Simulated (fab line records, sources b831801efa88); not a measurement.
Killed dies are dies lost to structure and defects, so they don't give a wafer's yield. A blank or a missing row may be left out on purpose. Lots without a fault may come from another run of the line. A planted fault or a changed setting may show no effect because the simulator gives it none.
fab line records | flow sky130
record lots=5 wafers=15 last_day=50
route steps=708 shown SONOS_ONO@182 GATE_OXIDE@187 PAD_OPEN@708
lots that met no fault: from a run of the same line without faults
start_h: hours from the record's first day to the start of the lot's first wafer shown | wait_h: hours since the lot's step before | " the same as in the row above | L1.1+2: a row that stands for several wafers | - no value, or no start given | * or withheld: withheld | < > ~ a bound
route shown NAME@n: a module of which the file shows steps, and the number in the route of the first | usual: mean/standard deviation of fault-free wafers | same: alike in all rows | chamber/n: place in a boat | sites: the reading at each site | _std_site: their standard deviation | _edge_site: outer sites' mean less inner sites' | radius_mm: how far each site lies from the wafer's centre | mask NAME#n: copy n | behind: the tool/chamber that last shaped the wafer | hold: why the lot was held/for how many hours/how that ended | device: the transistor (n, p or np) that didn't switch | end of line: the same wafers' tests at the end of the route | a step without rows: its recipe alone | killed: dies lost to structure and defects at the first sort, not the wafer's yield | map: a wafer's dies, x killed, . not, _ none there
set.NAME: the setting as run; set.NAME@STEP: as run at that earlier step | model.NAME: the simulator's own value behind a step, which no gauge read
lots at some steps of the route; a table a step, a row a wafer
services: from which hour (start_h, from the record's first day; less than 0 if before it) a tool's chamber was out of use, for how many hours, and why
## steps
# step SKY_SONOS_ONO_OVL_MEAS_14
# usual SONOS_ONO_OVL=-0.1/1.4
# columns lot.wafer tool chamber start_h wait_h SONOS_ONO_OVL[nm]
L423.4 overlay-01 - 323.27 0.1 0.4
L423.5 " - " " 0.5
L423.6 " - " " 0.6
L425.1 overlay-01 - 331.00 0.1 -0.5
L425.2 " - " " 0.8
L425.5 " - " " 0.6
L434.1 overlay-02 - 416.65 0.1 -1.0
L434.2 " - " " 0.6
L434.6 " - " " 0.0
L436.2 overlay-02 - 438.17 0.1 -1.6
L436.3 " - " " -2.2
L436.4 " - " " -1.0
L437.2 overlay-02 - 443.97 0.1 1.4
L437.4 " - " " 2.0
L437.6 " - " " 1.7
# step SKY_SONOS_ONO_ETCH_15
# recipe target_depth_nm=19.52 chemistry=CHF3/O2 source_w=600 bias_w=200 pressure_mtorr=40 chf3_flow_sccm=50 O2_flow_sccm=5 time_s=7.8
# usual chamber_pressure_mTorr=40.00/0.036 drypump_motor_current_A=5.5/0.45 oes_product_au=1.003/0.0093 throttle_valve_pct=8.825/0.0089
# columns lot.wafer tool chamber start_h wait_h chamber_pressure_mTorr drypump_motor_current_A oes_product_au rf_hours_counter_h throttle_valve_pct
L423.4 rie_diel-01 1 323.29 0.0 39.97 5.1 0.988 32 8.829
L423.5 " 2 " " 40.01 5.8 1.006 - 8.848
L423.6 " 3 " " 40.02 5.9 0.995 - 8.815
L425.1 rie_diel-04 2 331.04 0.0 40.03 5.8 1.011 55 8.821
L425.2 " 3 " " 40.00 6.2 0.988 7 8.820
L425.5 " 0 " " 40.00 5.9 1.005 - 8.822
L434.1 rie_diel-03 2 416.69 0.0 40.04 5.1 1.015 16 8.821
L434.2 " 3 " " 39.98 5.3 0.997 6 8.817
L434.6 " 2 " " 39.98 5.1 1.013 - 8.832
L436.2 rie_diel-03 1 438.20 0.0 40.00 5.9 0.995 25 8.817
L436.3 " 3 " " 40.00 5.3 0.999 7 8.819
L436.4 " 2 " " 39.95 5.1 1.015 16 8.831
L437.2 rie_diel-04 0 444.00 0.0 39.98 5.9 1.008 6 8.838
L437.4 " 3 " " 40.01 6.3 1.012 8 8.814
L437.6 " 2 " " 40.06 5.7 1.008 - 8.830
# step SKY_SONOS_ONO_WET_ETCH_16
# recipe chemistry=dHF target_depth_nm=14 dry=n2_spin target=SiO2 dilution=100:1 temp_c=25 time_s=280
# step SKY_SONOS_ONO_STRIP_17
# recipe chemistry=O2/N2 power_w=1400 pressure_mtorr=1500 platen_temp_c=withheld o2_flow_sccm=3000 n2_flow_sccm=300 overash_fraction=0.5
# usual chamber_pressure_mTorr=1499.9/1.3 drypump_motor_current_A=5.9/0.31 oes_product_au=0.710/0.004 strip_time_to_endpoint_s=14.12/0.04
# same overash_fraction=0.5
# columns lot.wafer tool chamber start_h wait_h chamber_pressure_mTorr drypump_motor_current_A oes_product_au rf_hours_counter_h strip_time_to_endpoint_s
L423.4 plasma_asher-04 1 323.44 0.0 1497.5 6.1 0.710 - 14.14
L423.5 " 0 " " 1500.1 5.6 0.706 - 14.15
L423.6 " 1 " " 1499.8 6.1 0.713 - 14.12
L425.1 plasma_asher-03 0 331.23 0.0 1501.8 6.1 0.707 64 14.14
L425.2 " 1 " " 1499.2 5.4 0.712 64 14.17
L425.5 " 0 " " 1499.7 6.1 0.710 - 14.15
L434.1 plasma_asher-04 0 416.80 0.0 1497.5 5.6 0.710 29 14.11
L434.2 " 1 " " 1500.4 6.1 0.709 29 14.16
L434.6 " 0 " " 1500.3 5.6 0.712 - 14.07
L436.2 plasma_asher-03 1 438.30 0.0 1501.2 5.4 0.709 1 14.21
L436.3 " 0 " " 1499.4 6.1 0.702 - 14.19
L436.4 " 1 " " 1501.4 5.4 0.709 - 14.14
L437.2 plasma_asher-02 0 444.10 0.0 1497.9 5.9 0.707 76 14.11
L437.4 " 0 " " 1501.4 5.9 0.711 - 14.15
L437.6 " 1 " " 1498.8 6.3 0.715 - 14.13
# step SKY_SONOS_ONO_WET_ETCH_18
# recipe chemistry=H3PO4 target_depth_nm=15 target=Si3N4 temp_c=160 time_s=172
# step SKY_GATE_OXIDE_CLEAN_00
# recipe chemistry=SC1/SC2 mix=1:4:20 temp_c=70 time_s=150 dry=n2_spin
# step SKY_GATE_OXIDE_OXIDATION_01
# recipe temp_c=900 ambient=O2 stabilise_s=600 purge_s=300 target_thk_a=102.68 ox_time_s=1473
# step SKY_GATE_OXIDE_THK_MEAS_02
# recipe reads=SiO2_of_GATE_OXIDE_OXIDATION_01
# usual GATE_OXIDE_OXIDATION_00_THK=10.34/0.23
# columns lot.wafer tool chamber start_h wait_h GATE_OXIDE_OXIDATION_00_THK[nm]
L423.4 film_metro-02 - 326.48 0.0 10.54
L423.5 " - " " 10.52
L423.6 " - " " 10.46
L425.1 film_metro-02 - 333.46 0.0 10.32
L425.2 " - " " 10.77
L425.5 " - " " 10.58
L434.1 film_metro-04 - 418.42 0.0 10.16
L434.2 " - " " 10.37
L434.6 " - " " 10.38
L436.2 film_metro-02 - 440.08 0.0 10.30
L436.3 " - " " 10.47
L436.4 " - " " 10.17
L437.2 film_metro-02 - 445.73 0.0 10.45
L437.4 " - " " 10.58
L437.6 " - " " 10.45
# step SKY_GATE_OXIDE_DEHYDRATE_03
# recipe temp_c=200 time_s=60
# step SKY_GATE_OXIDE_HMDS_04
# recipe prime_time_s=60 prime_temp_c=120
# step SKY_GATE_OXIDE_COAT_05
# recipe resist=NOVOLAK spin_rpm=3000 resist_thk_nm=1140
# step SKY_GATE_OXIDE_SOFTBAKE_06
# recipe temp_c=90 time_s=60 resist=NOVOLAK
# step SKY_GATE_OXIDE_EXPOSE_07
# recipe mask_id=LVOM na=0.6 source_shape=conventional sigma_outer=0.6 polarization=unpolarized target_cd_nm=600 dose_mj=170
# same na=0.6
# columns lot.wafer tool chamber start_h wait_h mask
L423.4+5+6 iline_stepper-01 0 339.15 - LVOM#0
L425.1+2+5 iline_stepper-02 0 347.83 - LVOM#0
L434.1+2+6 iline_stepper-01 0 432.88 - TUNM#0
L436.2+3+4 iline_stepper-02 0 455.58 - LVOM#0
L437.2+4+6 iline_stepper-01 0 461.80 - LVOM#0
# step SKY_GATE_OXIDE_PEB_08
# recipe temp_c=withheld time_s=* resist=NOVOLAK
# step SKY_GATE_OXIDE_DEVELOP_09
# recipe resist=NOVOLAK developer=TMAH develop_time_s=60 dev_temp_c=23
# step SKY_GATE_OXIDE_OVL_MEAS_10
# usual GATE_OXIDE_OVL=1.0/1.2
# columns lot.wafer tool chamber start_h wait_h GATE_OXIDE_OVL[nm]
L423.4 overlay-02 - 353.45 0.1 0.5
L423.5 " - " " -0.8
L423.6 " - " " 1.8
L425.1 overlay-01 - 361.14 0.1 0.9
L425.2 " - " " 1.8
L425.5 " - " " 1.1
L434.1 overlay-01 - 449.43 0.1 -
L434.2 " - " " -
L434.6 " - " " -
L436.2 overlay-01 - 471.45 0.1 2.1
L436.3 " - " " 2.4
L436.4 " - " " 2.4
L437.2 overlay-01 - 477.00 0.1 2.2
L437.4 " - " " 3.5
L437.6 " - " " 3.2
# step SKY_GATE_OXIDE_IMPLANT_11
# recipe species=B energy_kev=10 dose_cm2=2.6e+12 tilt_deg=withheld
# step SKY_GATE_OXIDE_WET_ETCH_12
# recipe chemistry=dHF target_depth_nm=16.8 dry=n2_spin target=SiO2 dilution=100:1 temp_c=25 time_s=336
# step SKY_GATE_OXIDE_STRIP_13
# recipe chemistry=O2/N2 power_w=1400 pressure_mtorr=1500 platen_temp_c=withheld o2_flow_sccm=3000 n2_flow_sccm=300 overash_fraction=0.5
# usual chamber_pressure_mTorr=1500.0/1.4 drypump_motor_current_A=5.92/0.26 oes_product_au=0.716/0.0043 strip_time_to_endpoint_s=14.19/0.045
# same overash_fraction=0.5
# columns lot.wafer tool chamber start_h wait_h chamber_pressure_mTorr drypump_motor_current_A oes_product_au rf_hours_counter_h strip_time_to_endpoint_s
L423.4 plasma_asher-02 0 353.75 0.0 1501.2 5.79 0.718 - 14.17
L423.5 " 0 " " 1499.7 5.81 0.718 - 14.19
L423.6 " 1 " " 1501.1 6.28 0.718 - 14.18
L425.1 plasma_asher-01 1 361.43 0.0 1500.1 5.85 0.719 53 14.13
L425.2 " 0 " " 1500.4 5.59 0.710 53 14.19
L425.5 " 1 " " 1499.1 5.82 0.720 - 14.15
L434.1 plasma_asher-04 1 449.72 0.0 1498.2 6.09 0.712 33 14.10
L434.2 " 0 " " 1497.4 5.55 0.717 33 14.16
L434.6 " 1 " " 1501.0 6.10 0.710 - 14.13
L436.2 plasma_asher-04 1 471.73 0.0 1501.1 6.12 0.714 35 14.19
L436.3 " 0 " " 1497.8 5.55 0.715 - 14.18
L436.4 " 1 " " 1498.8 6.08 0.714 - 14.13
L437.2 plasma_asher-04 0 477.28 0.0 1497.9 5.57 0.725 36 14.22
L437.4 " 0 " " 1500.3 5.55 0.718 - 14.19
L437.6 " 0 " " 1500.5 5.56 0.714 - 14.18
# step SKY_GATE_OXIDE_TW_MEAS_14
# usual GATE_OXIDE_TW=226.0/1
# columns lot.wafer tool chamber start_h wait_h GATE_OXIDE_TW
L423.4 film_metro-01 - 353.85 0.1 226.4
L423.5 " - " " 226.8
L423.6 " - " " 225.8
L425.1 film_metro-02 - 361.53 0.1 224.7
L425.2 " - " " 226.3
L425.5 " - " " 225.5
L434.1 film_metro-01 - 449.82 0.1 30.3
L434.2 " - " " 30.4
L434.6 " - " " 30.3
L436.2 film_metro-02 - 471.84 0.1 225.1
L436.3 " - " " 226.1
L436.4 " - " " 225.5
L437.2 film_metro-02 - 477.39 0.1 225.9
L437.4 " - " " 226.8
L437.6 " - " " 225.6
# step SKY_GATE_OXIDE_CLEAN_15
# recipe chemistry=SC1/SC2 mix=1:4:20 temp_c=70 time_s=150 dry=n2_spin
# step SKY_PAD_OPEN_PROBE_99
# usual killed_at_M0_to_M3=43/6.4 killed_at_M4_up=3.1/2 killed_at_contacts=24/5.2 killed_at_front_end=15/4.3 killed_at_other=0.2/0.48 killed_dies=85/9.7 killed_on_rim=17/4.2 killed_open=47/6.9 killed_short=38/6.7
# same gross_dies=492 killed_at_back_side=0
# columns lot.wafer tool chamber start_h wait_h killed_at_M0_to_M3 killed_at_M4_up killed_at_contacts killed_at_front_end killed_at_other killed_dies killed_on_rim killed_open killed_short
L425.1 prober-01 - 1123.71 0.1 41 3 15 12 0 71 18 39 32
L425.2 prober-01 - 1123.76 0.1 45 3 20 7 0 75 16 40 35
L425.5 prober-01 - 1123.91 0.2 43 4 19 13 0 79 22 41 38
L434.1 prober-02 - 1174.58 0.1 35 1 22 433 1 492 96 40 38
L434.2 prober-02 - 1174.63 0.1 42 3 30 416 1 492 96 48 38
L434.6 prober-02 - 1174.83 0.2 29 0 25 438 0 492 96 42 24
# killed by level:class
L425.1 VIA1:geometric_particle:open=10 CONTACT:geometric_particle:open=9 VIA2:geometric_particle:open=8 POLY_GATE:geometric_particle:short=6 METAL1:geometric_particle:short=6 LI_CONTACT:geometric_particle:open=4 METAL2:geometric_particle:short=4 FIELD_ISO:geometric_particle:open=3
L425.2 VIA1:geometric_particle:open=10 CONTACT:geometric_particle:open=7 METAL1:geometric_particle:short=7 LI_CONTACT:geometric_particle:open=6 VIA3:geometric_particle:open=6 CONTACT:geometric_particle:short=5 VIA3:geometric_particle:short=5 VIA1:geometric_particle:short=4
L425.5 VIA1:geometric_particle:open=9 METAL2:geometric_particle:short=8 CONTACT:geometric_particle:open=6 VIA3:geometric_particle:open=6 VIA1:geometric_particle:short=5 VIA3:geometric_particle:short=5 LI_CONTACT:geometric_particle:open=4 LOCAL_INTERCONNECT:geometric_particle:short=4
L434.1 GATE_OXIDE:area_expose=414 VIA1:geometric_particle:open=11 CONTACT:geometric_particle:open=8 POLY_GATE:geometric_particle:short=7 LI_CONTACT:geometric_particle:open=6 METAL1:geometric_particle:short=5 FIELD_ISO:geometric_particle:open=4 VIA3:geometric_particle:open=4
L434.2 GATE_OXIDE:area_expose=406 LI_CONTACT:geometric_particle:open=14 VIA1:geometric_particle:open=10 VIA2:geometric_particle:open=7 CONTACT:geometric_particle:open=6 METAL2:geometric_particle:short=6 METAL1:geometric_particle:short=5 LOCAL_INTERCONNECT:geometric_particle:short=4
L434.6 GATE_OXIDE:area_expose=426 LI_CONTACT:geometric_particle:open=11 VIA1:geometric_particle:open=7 METAL1:geometric_particle:short=6 VIA3:geometric_particle:open=6 POLY_GATE:geometric_particle:short=5 LOCAL_INTERCONNECT:geometric_particle:short=5 CONTACT:geometric_particle:open=5
# map L434.1 (x killed, . not)
__________xxxxxxxxxx_________
________xxxxxxxxxxxxxx_______
______xxxxxxxxxxxxxxxxxx_____
_____xxxxxxxxxxxxxxxxxxxx____
____xxxxxxxxxxxxxxxxxxxxxx___
___xxxxxxxxxxxxxxxxxxxxxxxx__
__xxxxxxxxxxxxxxxxxxxxxxxxxx_
_xxxxxxxxxxxxxxxxxxxxxxxxxxxx
_xxxxxxxxxxxxxxxxxxxxxxxxxxxx
_xxxxxxxxxxxxxxxxxxxxxxxxxxxx
_xxxxxxxxxxxxxxxxxxxxxxxxxxxx
_xxxxxxxxxxxxxxxxxxxxxxxxxxxx
_xxxxxxxxxxxxxxxxxxxxxxxxxxxx
_xxxxxxxxxxxxxxxxxxxxxxxxxxxx
_xxxxxxxxxxxxxxxxxxxxxxxxxxxx
__xxxxxxxxxxxxxxxxxxxxxxxxxx_
___xxxxxxxxxxxxxxxxxxxxxxxx__
____xxxxxxxxxxxxxxxxxxxxxx___
_____xxxxxxxxxxxxxxxxxxxx____
______xxxxxxxxxxxxxxxxxx_____
________xxxxxxxxxxxxxx_______
__________xxxxxxxxxx_________
# map L423.4 (x killed, . not)
__________..x...x..._________
________x..x.....x.x.._______
______x....xx..........._____
_____...x.......x........____
____.....................x___
___x.......x.xx...x.....x..__
__.......xx.x...x.....x...x._
_.....x.............xxx...x.x
_..x.x..xx..x..............x.
_x..x......x.xxx...........x.
_..x....xxx...............x..
_...x.......x.x........xx....
_...............xx...x.....x.
_....x...........x....xx.....
_x.....x.........x.....x.....
__x.xx...x.x...x........x.x._
___.x.........x.x..........__
____...............x......___
_____..x...x...x.x......x____
______...x..x....xx...x._____
________...........x.._______
__________..x.xx..x._________
## services
# columns tool chamber start_h hours kind
rie_diel-04 1 307.39 7.7 repair
plasma_asher-03 - 318.52 3.3 repair
rie_diel-03 2 321.71 5.3 repair
rie_diel-03 2 336.38 14.3 repair
iline_stepper-01 - 341.95 1.7 pm
iline_stepper-01 - 351.97 2.1 pm
rie_diel-04 3 352.95 7.4 repair
plasma_asher-01 - 353.43 2.8 pm
iline_stepper-01 - 354.05 - consumable_replace:lamp
iline_stepper-02 - 356.39 1.7 pm
rie_diel-04 3 366.86 6.0 repair
rie_diel-01 0 372.36 3.3 repair
rie_diel-04 3 414.83 3.2 repair
plasma_asher-03 - 421.25 9.0 pm
plasma_asher-03 0 421.25 9.0 vent_cycle
plasma_asher-03 1 421.25 9.0 vent_cycle
plasma_asher-01 - 423.40 14.6 pm
rie_diel-03 2 423.84 5.1 repair
plasma_asher-03 0 430.25 - clean
plasma_asher-03 1 430.25 - clean
iline_stepper-01 - 452.74 4.4 pm
plasma_asher-01 - 455.26 1.8 repair
iline_stepper-02 - 457.30 2.1 pm
iline_stepper-02 - 459.38 - consumable_replace:lamp
## key
first_sign step=SKY_GATE_OXIDE_EXPOSE_07 reading=mask direction=changed
effect step=SKY_GATE_OXIDE_OVL_MEAS_10 reading=GATE_OXIDE_OVL direction=missing
effect step=SKY_GATE_OXIDE_TW_MEAS_14 reading=GATE_OXIDE_TW direction=down sigmas=99+ usual=226.0 struck=30.4
effect step=SKY_PAD_OPEN_PROBE_99 reading=killed_at_front_end direction=up sigmas=96 usual=15 struck=429
more_kills_born_at SKY_GATE_OXIDE_EXPOSE_07@iline_stepper-01=1246
met_at SKY_GATE_OXIDE_EXPOSE_07
struck_wafers L434.1,L434.2,L434.6
later_rows_left_out L434.1,L434.2,L434.6
tester_left_out L434
onset_between 339.15 432.88
fault kind=wrong_mask tool=any chamber=- onset_h=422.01 steps=SKY_GATE_OXIDE_EXPOSE_07 aux_copy=TUNM#0 scope=struck_lots_only
# tester_left_out: of these lots the tester's yield and bins aren't shown, on N5 and GAA mostly nor the transistor test; their killed dies are dies lost to structure and defects alone, not to doping, threshold or leakage, so they don't give the yield
# later_rows_left_out: the simulator's readings of these wafers behind a module that went badly wrong aren't trusted and aren't shown, but for the sort
